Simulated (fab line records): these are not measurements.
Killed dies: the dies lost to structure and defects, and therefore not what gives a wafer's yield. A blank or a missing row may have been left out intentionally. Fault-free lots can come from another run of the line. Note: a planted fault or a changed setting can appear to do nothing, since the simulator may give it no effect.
fab line records -- flow sky130
record: lots: 7, wafers: 18, lastDay: 49
route steps=708 shown METAL4@635 VIA4@639 PAD_OPEN@708
lots that met no fault: from a run of the same line without faults
startH: the number of hours between the record's first day and the start of the first shown wafer of the lot -- waitH: how many hours have passed since the lot's step before this one -- " repeats the value in the row above -- L1.1+2: a row that stands for several wafers -- - no value present, or no start provided -- * or withheld: withheld -- < > ~ a bound
route shown NAME@n: names a module that has steps shown in the file, with the first one's number in the route -- usual: mean and standard deviation over wafers with no fault -- same: alike in all rows -- chamber/n: place in a boat -- sites: the reading at each site -- _std_site: their standard deviation -- _edge_site: outer sites' mean less inner sites' -- radiusMm: for every site, how far away it sits from the centre of the wafer -- mask NAME#n: copy n -- behind: tool/chamber where the wafer was last shaped -- hold: the reason the lot was held/the length of the hold in hours/how it ended -- device: transistor that didn't switch, given as n, p or np -- end of line: the route-end tests of the same wafers -- where a step has no rows: the recipe by itself -- killed: not the wafer's yield, but the dies lost to structure and defects at the first sort -- map: a wafer's dies, x killed, . not, _ none there
set.NAME: the run value of the setting; set.NAME@STEP: its run value at that earlier step -- model.NAME: the simulator's own value behind a step, which no gauge read
lots seen at some steps along the route; tables by step, rows by wafer
services: the hour from which a tool's chamber was out of use, counted from the record's first day as startH (under 0 if before that day), plus the number of hours and why
== steps ==
step: SKY_METAL4_STRIP_19
recipe: chemistry: O2/N2, powerW: 1400, pressureMtorr: 1500, platenTempC: withheld, o2FlowSccm: 3000, n2FlowSccm: 300, overashFraction: 0.5
usual: drypumpMotorCurrentA: 5.5/0.55, oesProductAu: 0.504/0.0056, stripTimeToEndpointS: 6.57/0.063
lot.wafer,tool,chamber,startH,waitH,drypumpMotorCurrentA,oesProductAu,rfHoursCounterH,stripTimeToEndpointS
L963.2,plasmaAsher-01,1,1003.28,0.1,6.2,0.505,57,6.59
L963.3,plasmaAsher-01,0,1003.28,0.1,5.2,0.508,-,6.62
L963.6,plasmaAsher-01,0,1003.28,0.1,5.2,0.500,-,6.54
L965.1,plasmaAsher-01,1,1021.94,0.1,6.2,0.509,59,6.67
L965.3,plasmaAsher-01,1,1021.94,0.1,6.2,0.500,-,6.61
L965.4,plasmaAsher-01,0,1021.94,0.1,5.3,0.510,-,6.57
L968.3,plasmaAsher-01,0,1052.42,0.3,5.3,0.508,-,6.60
L968.6,plasmaAsher-01,1,1052.42,0.3,6.2,0.508,-,6.57
L971.1,plasmaAsher-02,0,1056.16,0.3,4.8,0.501,88,6.67
L971.5,plasmaAsher-02,1,1056.16,0.3,5.9,0.512,-,6.67
L970.1,plasmaAsher-02,1,1056.78,0.1,5.9,0.496,88,6.52
L970.5,plasmaAsher-02,1,1056.78,0.1,5.8,0.498,-,6.49
L974.3,plasmaAsher-01,1,1084.12,0.1,6.2,0.500,-,6.63
L974.4,plasmaAsher-01,0,1084.12,0.1,5.2,0.502,-,6.54
L974.5,plasmaAsher-01,0,1084.12,0.1,5.3,0.506,-,6.62
L981.2,plasmaAsher-01,1,1101.89,0.1,6.2,0.490,67,6.40
L981.3,plasmaAsher-01,0,1101.89,0.1,5.2,0.497,-,6.49
L981.6,plasmaAsher-01,0,1101.89,0.1,5.3,0.498,-,6.55
step: SKY_METAL4_STRIP_20
recipe: chemistry: postEtchResidueRemover, timeS: 1200, tempC: 72.5
step: SKY_METAL4_CLEAN_21
recipe: chemistry: IPA, timeS: 180, tempC: 25
step: SKY_METAL4_CLEAN_22
recipe: chemistry: O3/DIW, dry: n2Spin
step: SKY_VIA4_HDPCVD_00
recipe: material: SiO2, targetThkNm: 1750, sigmaOpenFrac: 0.3, timeS: 291.7, tempC: 400, sih4FlowSccm: 60, pressureMtorr: 6
step: SKY_VIA4_THK_MEAS_01
recipe: reads: SiO2_of_VIA4_HDPCVD_00
usual: VIA4_HDPCVD_THK: 1745/18
lot.wafer,tool,chamber,startH,waitH,VIA4_HDPCVD_THK[nm]
L963.2,filmMetro-04,-,1004.06,0.1,1736
L963.3,filmMetro-04,-,1004.06,0.1,1769
L963.6,filmMetro-04,-,1004.06,0.1,1760
L965.1,filmMetro-03,-,1022.71,0.1,1738
L965.3,filmMetro-03,-,1022.71,0.1,1754
L965.4,filmMetro-03,-,1022.71,0.1,1752
L968.3,filmMetro-04,-,1053.18,0.1,1719
L968.6,filmMetro-04,-,1053.18,0.1,1697
L971.1,filmMetro-04,-,1056.93,0.1,1767
L971.5,filmMetro-04,-,1056.93,0.1,1771
L970.1,filmMetro-03,-,1057.55,0.1,1726
L970.5,filmMetro-03,-,1057.55,0.1,1719
L974.3,filmMetro-01,-,1084.88,0.1,1749
L974.4,filmMetro-01,-,1084.88,0.1,1740
L974.5,filmMetro-01,-,1084.88,0.1,1762
L981.2,filmMetro-04,-,1102.67,0.1,1740
L981.3,filmMetro-04,-,1102.67,0.1,1746
L981.6,filmMetro-04,-,1102.67,0.1,1721
step: SKY_VIA4_CMP_02
recipe: material: SiO2, downForcePsi: 4, platenRpm: 60, padVelocityMS: 0.94248
usual: motorCurrentA: 11.7/1.8, retainingRingPressureFrac: 1.000/0.0053
lot.wafer,tool,chamber,startH,waitH,motorCurrentA,retainingRingPressureFrac
L963.3,cmp-01,3,1004.11,0.0,10.4,0.990
L963.2,cmp-01,2,1004.11,0.0,12.4,0.999
L963.6,cmp-01,3,1004.11,0.0,10.9,0.997
L965.1,cmp-01,2,1022.77,0.1,12.4,0.992
L965.4,cmp-01,0,1022.77,0.1,8.4,1.000
L965.3,cmp-01,1,1022.77,0.1,12.4,1.003
L968.3,cmp-02,2,1053.32,0.1,14.7,0.996
L968.6,cmp-02,0,1053.32,0.1,11.5,1.002
L971.1,cmp-01,2,1057.09,0.1,12.6,0.999
L971.5,cmp-01,1,1057.09,0.1,12.0,0.999
L970.1,cmp-01,3,1057.71,0.1,10.3,1.008
L970.5,cmp-01,1,1057.71,0.1,12.4,0.996
L974.4,cmp-01,3,1085.06,0.2,10.0,1.011
L974.3,cmp-01,2,1085.06,0.2,12.9,1.003
L974.5,cmp-01,0,1085.06,0.2,8.4,0.996
L981.3,cmp-02,2,1102.77,0.1,15.4,0.993
L981.2,cmp-02,0,1102.77,0.1,11.7,1.003
L981.6,cmp-02,2,1102.77,0.1,15.2,0.999
step: SKY_VIA4_BOW_MEAS_03
recipe: mode: bow
usual: VIA4_BOW: 81/9.1
lot.wafer,tool,chamber,startH,waitH,VIA4_BOW[um]
L963.2,filmMetro-03,-,1004.43,0.1,71
L963.3,filmMetro-03,-,1004.43,0.1,74
L963.6,filmMetro-03,-,1004.43,0.1,86
L965.1,filmMetro-01,-,1023.07,0.2,78
L965.3,filmMetro-01,-,1023.07,0.2,97
L965.4,filmMetro-01,-,1023.07,0.2,85
L968.3,filmMetro-01,-,1053.56,0.2,76
L968.6,filmMetro-01,-,1053.56,0.2,86
L971.1,filmMetro-01,-,1057.29,0.1,86
L971.5,filmMetro-01,-,1057.29,0.1,83
L970.1,filmMetro-01,-,1057.91,0.1,87
L970.5,filmMetro-01,-,1057.91,0.1,74
L974.3,filmMetro-03,-,1085.40,0.1,88
L974.4,filmMetro-03,-,1085.40,0.1,88
L974.5,filmMetro-03,-,1085.40,0.1,80
L981.2,filmMetro-01,-,1103.04,0.1,70
L981.3,filmMetro-01,-,1103.04,0.1,79
L981.6,filmMetro-01,-,1103.04,0.1,80
step: SKY_VIA4_DEHYDRATE_04
recipe: tempC: 200, timeS: 60
step: SKY_VIA4_HMDS_05
recipe: primeTimeS: 60, primeTempC: 120
step: SKY_VIA4_COAT_06
recipe: resist: NOVOLAK, spinRpm: 3000, resistThkNm: 1140
step: SKY_VIA4_SOFTBAKE_07
recipe: tempC: 90, timeS: 60, resist: NOVOLAK
step: SKY_VIA4_EXPOSE_08
recipe: maskId: VIM4, na: 0.6, sourceShape: conventional, sigmaOuter: 0.6, polarization: unpolarized, targetCdNm: 800, doseMj: 132
lot.wafer,tool,chamber,startH,waitH,mask
L963.2+3+6,ilineStepper-02,0,1015.62,-,VIM4#0
L965.1+3+4,ilineStepper-01,0,1034.47,-,VIM4#0
L968.3+6,ilineStepper-01,0,1064.58,-,VIM4#0
L971.1+5,ilineStepper-01,0,1067.70,-,VIM4#0
L970.1+5,ilineStepper-01,0,1068.35,-,VIM4#0
L974.3+4+5,ilineStepper-02,0,1095.69,-,VIM4#0
L981.2+3+6,ilineStepper-02,0,1112.82,-,VIM4#0
step: SKY_VIA4_PEB_09
recipe: tempC: withheld, timeS: *, resist: NOVOLAK
step: SKY_VIA4_DEVELOP_10
recipe: resist: NOVOLAK, developer: TMAH, developTimeS: 60, devTempC: 23
step: SKY_VIA4_OVL_MEAS_11
usual: VIA4_OVL: -1.1/1.3
lot.wafer,tool,chamber,startH,waitH,VIA4_OVL[nm]
L963.2,overlay-02,-,1026.45,0.1,-3.7
L963.3,overlay-02,-,1026.45,0.1,-2.0
L963.6,overlay-02,-,1026.45,0.1,-4.0
L965.1,overlay-02,-,1045.10,0.1,-2.0
L965.3,overlay-02,-,1045.10,0.1,0.1
L965.4,overlay-02,-,1045.10,0.1,-2.8
L968.3,overlay-02,-,1075.26,0.1,-0.4
L968.6,overlay-02,-,1075.26,0.1,-0.1
L971.1,overlay-01,-,1078.30,0.1,0.0
L971.5,overlay-01,-,1078.30,0.1,-0.2
L970.1,overlay-02,-,1079.50,0.1,0.9
L970.5,overlay-02,-,1079.50,0.1,0.1
L974.3,overlay-02,-,1106.71,0.1,-1.0
L974.4,overlay-02,-,1106.71,0.1,-1.0
L974.5,overlay-02,-,1106.71,0.1,1.0
L981.2,overlay-02,-,1122.61,0.1,0.1
L981.3,overlay-02,-,1122.61,0.1,-0.9
L981.6,overlay-02,-,1122.61,0.1,-1.0
step: SKY_VIA4_ETCH_12
recipe: target: SiO2, chemistry: C4F8/O2/Ar, stopOn: TiN, maskMaterial: NOVOLAK, sourceW: 1500, biasW: 1200, pressureMtorr: 40, c4f8FlowSccm: withheld, O2_flow_sccm: 6, Ar_flow_sccm: 300, timeS: withheld, targetDepthA: 5800
usual: biasW: 1200/3.6, oesProductAu: 0.926/0.0044
lot.wafer,tool,chamber,startH,waitH,biasW,oesProductAu,model.VIA4.cdNm
L963.2,rieDiel-02,1,1026.48,0.0,1202,0.931,801.6
L963.3,rieDiel-02,2,1026.48,0.0,1193,0.930,802.6
L963.6,rieDiel-02,1,1026.48,0.0,1205,0.928,802.3
L965.1,rieDiel-03,2,1045.13,0.0,1203,0.922,801.1
L965.3,rieDiel-03,3,1045.13,0.0,1209,0.924,801.7
L965.4,rieDiel-03,0,1045.13,0.0,1197,0.927,803
L968.3,rieDiel-04,3,1075.29,0.0,1204,0.928,829.7
L968.6,rieDiel-04,3,1075.29,0.0,1201,0.930,800.3
L971.1,rieDiel-04,0,1078.33,0.0,1197,0.925,833.3
L971.5,rieDiel-04,3,1078.33,0.0,1205,0.932,800.3
L970.1,rieDiel-03,0,1079.54,0.0,1201,0.928,830
L970.5,rieDiel-03,0,1079.54,0.0,1200,0.922,797.9
L974.3,rieDiel-02,0,1106.74,0.0,1206,0.923,799.3
L974.4,rieDiel-02,2,1106.74,0.0,1196,0.925,801
L974.5,rieDiel-02,2,1106.74,0.0,1201,0.933,801.1
L981.2,rieDiel-04,0,1122.64,0.0,1202,0.929,802.1
L981.3,rieDiel-04,2,1122.64,0.0,1198,0.925,800.8
L981.6,rieDiel-04,0,1122.64,0.0,1202,0.926,800.8
step: SKY_VIA4_STRIP_13
recipe: chemistry: O2/N2, powerW: 1400, pressureMtorr: 1500, platenTempC: withheld, o2FlowSccm: 3000, n2FlowSccm: 300, overashFraction: 0.5
usual: drypumpMotorCurrentA: 5.7/0.51, oesProductAu: 0.710/0.0047, stripTimeToEndpointS: 12.808/0.027
lot.wafer,tool,chamber,startH,waitH,drypumpMotorCurrentA,oesProductAu,rfHoursCounterH,stripTimeToEndpointS
L963.2,plasmaAsher-02,1,1026.55,-,5.8,0.715,85,12.764
L963.3,plasmaAsher-02,1,1026.55,-,5.9,0.719,-,12.766
L963.6,plasmaAsher-02,1,1026.55,-,5.8,0.712,-,12.804
L965.1,plasmaAsher-02,1,1045.21,-,5.9,0.702,87,12.825
L965.3,plasmaAsher-02,1,1045.21,-,5.9,0.708,-,12.810
L965.4,plasmaAsher-02,0,1045.21,-,4.8,0.713,-,12.779
L968.3,plasmaAsher-01,1,1075.39,-,6.3,0.715,-,12.816
L968.6,plasmaAsher-01,1,1075.39,-,6.3,0.712,-,12.812
L971.1,plasmaAsher-01,0,1078.40,-,5.3,0.712,65,12.816
L971.5,plasmaAsher-01,0,1078.40,-,5.3,0.710,-,12.794
L970.1,plasmaAsher-01,0,1079.61,-,5.3,0.724,65,12.791
L970.5,plasmaAsher-01,1,1079.61,-,6.2,0.708,-,12.783
L974.3,plasmaAsher-02,1,1106.84,-,5.9,0.710,-,12.772
L974.4,plasmaAsher-02,0,1106.84,-,4.8,0.711,-,12.771
L974.5,plasmaAsher-02,0,1106.84,-,4.7,0.718,-,12.818
L981.2,plasmaAsher-02,0,1122.71,-,4.8,0.709,95,12.770
L981.3,plasmaAsher-02,1,1122.71,-,5.9,0.712,-,12.815
L981.6,plasmaAsher-02,0,1122.71,-,4.7,0.710,-,12.819
step: SKY_PAD_OPEN_PROBE_99
usual: defectLimitedYield: 82.3/1.8, killed_at_M0_to_M3: 44/6.9, killed_at_M4_up: 3.3/1.7, killedAtContacts: 24/5.5, killedAtFrontEnd: 16/4.5, killedAtOther: 0.2/0.46, killedDies: 87/9.1, killedOnRim: 17/3.6, killedOpen: 48/7.3, killedShort: 39/6.2, sort_bin_3_pad_short: 0.9/0.4, sort_bin_5_function: 10.4/1.5, sort_bin_6_memory: 6.4/1.2, sortNPass: 405/9.1, sortYieldPct: 82.3/1.8
same: grossDies: 492, killedAtBackSide: 0, sort_bin_4_leakage[%]: 0, sort_bin_8_speed[%]: 0
lot.wafer,tool,chamber,startH,waitH,defectLimitedYield[%],killed_at_M0_to_M3,killed_at_M4_up,killedAtContacts,killedAtFrontEnd,killedAtOther,killedDies,killedOnRim,killedOpen,killedShort,sort_bin_3_pad_short[%],sort_bin_5_function[%],sort_bin_6_memory[%],sortNPass,sortYieldPct[%],model.etest.via4Chain.rcOhm
L963.2,prober-02,-,1098.42,0.1,81.5,49,5,19,18,0,91,15,47,44,1.0,11.8,5.7,401,81.5,0.7832
L963.3,prober-02,-,1098.47,0.2,80.5,49,8,30,9,0,96,16,56,40,1.6,11.0,6.9,396,80.5,0.7944
L963.6,prober-02,-,1098.62,0.2,79.9,58,4,25,12,0,99,17,60,39,0.6,13.4,6.1,393,79.9,0.8169
L965.1,prober-01,-,1114.59,0.1,81.7,40,2,31,17,0,90,21,51,39,0.8,9.6,7.9,402,81.7,0.8179
L965.3,prober-01,-,1114.69,0.2,87.4,36,3,13,10,0,62,10,30,32,0.4,9.3,2.8,430,87.4,0.7642
L965.4,prober-01,-,1114.74,0.2,83.1,48,3,18,14,0,83,17,37,46,1.0,11.4,4.5,409,83.1,0.8292
L968.3,prober-02,-,1142.22,0.2,79.9,47,2,30,20,0,99,20,63,36,0.6,12.6,6.9,393,79.9,0.7517
L968.6,prober-02,-,1142.37,0.2,82.7,39,3,17,26,0,85,16,43,42,0.4,11.2,5.7,407,82.7,0.8134
L971.1,prober-01,-,1145.64,0.1,83.1,38,5,28,12,0,83,16,51,32,0.8,9.6,6.5,409,83.1,0.7782
L971.5,prober-01,-,1145.84,0.2,81.1,38,3,37,15,0,93,21,53,39,0.4,10.6,7.9,399,81.1,0.7878
L970.1,prober-02,-,1146.15,0.1,82.5,43,4,27,11,1,86,15,50,36,0.2,11.4,5.9,406,82.5,0.7845
L970.5,prober-02,-,1146.35,0.2,82.3,45,3,19,20,0,87,17,46,41,1.0,10.8,5.9,405,82.3,0.7913
L974.3,prober-02,-,1170.03,0.2,84.1,41,2,16,19,0,78,13,39,39,1.0,9.6,5.3,414,84.1,0.8127
L974.4,prober-02,-,1170.08,0.2,81.1,52,4,23,14,0,93,21,57,36,1.0,10.4,7.5,399,81.1,0.8008
L974.5,prober-02,-,1170.13,0.2,81.1,44,3,35,11,0,93,22,45,48,0,10.4,8.5,399,81.1,0.7726
L981.2,prober-02,-,1183.17,0.1,83.1,36,0,23,24,0,83,16,39,44,1.4,8.1,7.3,409,83.1,0.8036
L981.3,prober-02,-,1183.22,0.2,83.1,30,4,32,17,0,83,19,43,40,1.4,9.8,5.7,409,83.1,0.7919
L981.6,prober-02,-,1183.37,0.2,80.5,51,3,24,18,0,96,15,52,44,1.2,12.0,6.3,396,80.5,0.8062
killed by level:class
L963.2 VIA1:geometricParticle:open=11 METAL1:geometricParticle:short=9 FIELD_ISO:geometricParticle:open=7 FIELD_ISO:geometricParticle:short=7 CONTACT:geometricParticle:open=7 METAL2:geometricParticle:short=7 VIA2:geometricParticle:open=6 VIA3:geometricParticle:open=6
L963.3 VIA1:geometricParticle:open=21 CONTACT:geometricParticle:open=11 METAL4:geometricParticle:short=8 VIA2:geometricParticle:open=7 LI_CONTACT:geometricParticle:open=5 CONTACT:geometricParticle:short=5 VIA1:geometricParticle:short=5 METAL2:geometricParticle:short=5
L963.6 VIA1:geometricParticle:open=19 LI_CONTACT:geometricParticle:open=9 VIA2:geometricParticle:open=8 CONTACT:geometricParticle:open=7 VIA3:geometricParticle:open=6 VIA1:geometricParticle:short=5 METAL1:geometricParticle:short=5 METAL2:geometricParticle:short=5
L965.1 CONTACT:geometricParticle:open=12 VIA1:geometricParticle:open=9 VIA2:geometricParticle:open=9 CONTACT:geometricParticle:short=7 LI_CONTACT:geometricParticle:open=6 LOCAL_INTERCONNECT:geometricParticle:short=6 POLY_GATE:geometricParticle:open=5 METAL3:geometricParticle:short=5
L965.3 METAL2:geometricParticle:short=7 METAL1:geometricParticle:short=6 CONTACT:geometricParticle:open=6 VIA1:geometricParticle:open=5 VIA1:geometricParticle:short=4 VIA3:geometricParticle:open=4 SPACER:geometricParticle:open=3 LI_CONTACT:geometricParticle:open=3
L965.4 VIA1:geometricParticle:open=11 VIA1:geometricParticle:short=8 METAL2:geometricParticle:short=7 FIELD_ISO:geometricParticle:short=6 VIA3:geometricParticle:open=6 LI_CONTACT:geometricParticle:open=5 VIA3:geometricParticle:short=5 LI_CONTACT:geometricParticle:short=4
L968.3 CONTACT:geometricParticle:open=14 VIA3:geometricParticle:open=10 LI_CONTACT:geometricParticle:open=8 VIA1:geometricParticle:open=8 FIELD_ISO:geometricParticle:short=7 VIA2:geometricParticle:open=7 FIELD_ISO:geometricParticle:open=6 METAL1:geometricParticle:short=5
L968.6 VIA2:geometricParticle:open=8 POLY_GATE:geometricParticle:short=7 LI_CONTACT:geometricParticle:open=7 METAL2:geometricParticle:short=7 VIA1:geometricParticle:open=7 FIELD_ISO:geometricParticle:short=6 FIELD_ISO:geometricParticle:open=5 CONTACT:geometricParticle:open=5
L971.1 CONTACT:geometricParticle:open=14 VIA1:geometricParticle:open=12 VIA2:geometricParticle:open=7 CONTACT:geometricParticle:short=5 LI_CONTACT:geometricParticle:open=5 VIA3:geometricParticle:open=5 POLY_GATE:geometricParticle:short=4 METAL4:geometricParticle:short=4
L971.5 CONTACT:geometricParticle:open=18 VIA3:geometricParticle:open=9 CONTACT:geometricParticle:short=8 LI_CONTACT:geometricParticle:open=6 VIA1:geometricParticle:short=6 VIA2:geometricParticle:open=6 POLY_GATE:geometricParticle:short=4 VIA3:geometricParticle:short=4
L970.1 CONTACT:geometricParticle:open=12 VIA1:geometricParticle:open=12 LI_CONTACT:geometricParticle:open=7 VIA3:geometricParticle:short=7 VIA3:geometricParticle:open=6 FIELD_ISO:geometricParticle:short=5 METAL1:geometricParticle:short=5 VIA2:geometricParticle:open=4
L970.5 VIA1:geometricParticle:open=13 FIELD_ISO:geometricParticle:short=6 LOCAL_INTERCONNECT:geometricParticle:short=6 CONTACT:geometricParticle:open=6 VIA2:geometricParticle:open=6 VIA3:geometricParticle:open=6 FIELD_ISO:geometricParticle:open=5 METAL1:geometricParticle:short=5
L974.3 VIA1:geometricParticle:open=10 VIA3:geometricParticle:open=7 VIA3:geometricParticle:short=6 CONTACT:geometricParticle:short=6 FIELD_ISO:geometricParticle:open=5 POLY_GATE:geometricParticle:short=5 CONTACT:geometricParticle:open=5 FIELD_ISO:geometricParticle:short=4
L974.4 CONTACT:geometricParticle:open=9 VIA1:geometricParticle:open=9 VIA3:geometricParticle:open=7 METAL2:geometricParticle:short=7 VIA1:geometricParticle:short=6 VIA2:geometricParticle:open=6 LI_CONTACT:geometricParticle:open=5 FIELD_ISO:geometricParticle:open=4
L974.5 CONTACT:geometricParticle:open=12 LI_CONTACT:geometricParticle:open=9 VIA1:geometricParticle:short=8 VIA2:geometricParticle:open=6 LOCAL_INTERCONNECT:geometricParticle:short=6 VIA1:geometricParticle:open=6 POLY_GATE:geometricParticle:short=5 VIA2:geometricParticle:short=5
L981.2 LI_CONTACT:geometricParticle:open=8 POLY_GATE:geometricParticle:short=7 CONTACT:geometricParticle:open=7 FIELD_ISO:geometricParticle:short=6 VIA1:geometricParticle:open=6 VIA3:geometricParticle:open=6 METAL2:geometricParticle:short=5 LOCAL_INTERCONNECT:geometricParticle:short=4
L981.3 CONTACT:geometricParticle:open=10 CONTACT:geometricParticle:short=8 METAL1:geometricParticle:short=7 LOCAL_INTERCONNECT:geometricParticle:short=7 VIA1:geometricParticle:open=7 POLY_GATE:geometricParticle:open=6 LI_CONTACT:geometricParticle:open=4 VIA3:geometricParticle:open=4
L981.6 VIA1:geometricParticle:open=13 VIA2:geometricParticle:open=8 CONTACT:geometricParticle:open=7 POLY_GATE:geometricParticle:short=6 METAL1:geometricParticle:short=6 LI_CONTACT:geometricParticle:open=6 LOCAL_INTERCONNECT:geometricParticle:short=6 FIELD_ISO:geometricParticle:short=5
== services ==
tool,chamber,startH,hours,kind
cmp-02,-,981.77,1.3,repair
rieDiel-02,1,988.83,3.3,repair
cmp-02,-,991.71,1.6,repair
rieDiel-03,2,997.11,8.1,repair
cmp-02,-,1010.55,8.2,repair
cmp-01,-,1025.01,7.0,pm
ilineStepper-01,0,1033.69,-,calibration
cmp-01,-,1044.48,0.9,repair
ilineStepper-02,-,1058.10,6.8,repair
ilineStepper-01,-,1059.41,3.4,repair
ilineStepper-01,-,1064.86,1.7,pm
ilineStepper-01,-,1073.37,4.4,pm
rieDiel-02,-,1082.27,0.4,repair
cmp-02,-,1084.37,4.0,pm
cmp-02,-,1088.37,-,consumableReplace:conditioner
cmp-02,-,1088.37,-,consumableReplace:pad
rieDiel-02,1,1095.21,6.2,repair
ilineStepper-01,-,1095.32,8.4,repair
cmp-01,-,1103.11,2.6,repair
cmp-02,-,1105.67,2.9,pm
rieDiel-02,-,1106.01,0.6,repair
ilineStepper-02,-,1119.99,1.7,pm
== key ==
firstSign none at tools or gauges
modelEffect: step: SKY_VIA4_ETCH_12, value: VIA4.cdNm, without: 799.4, struck: 831
modelEffect: step: SKY_PAD_OPEN_PROBE_99, value: etest.via4Chain.rcOhm, without: 0.8192, struck: 0.7715
metAt SKY_VIA4_EXPOSE_08
struckWafers L968.3,L970.1,L971.1
onsetBetween 1034.47 1064.58
fault: kind: processParameterDrift, tool: ilineStepper-01, chamber: -, onsetH: 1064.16, steps: SKY_VIA4_EXPOSE_08, channel: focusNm, offset: 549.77, shape: step, endH: 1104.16, scope: struckWafersOnly
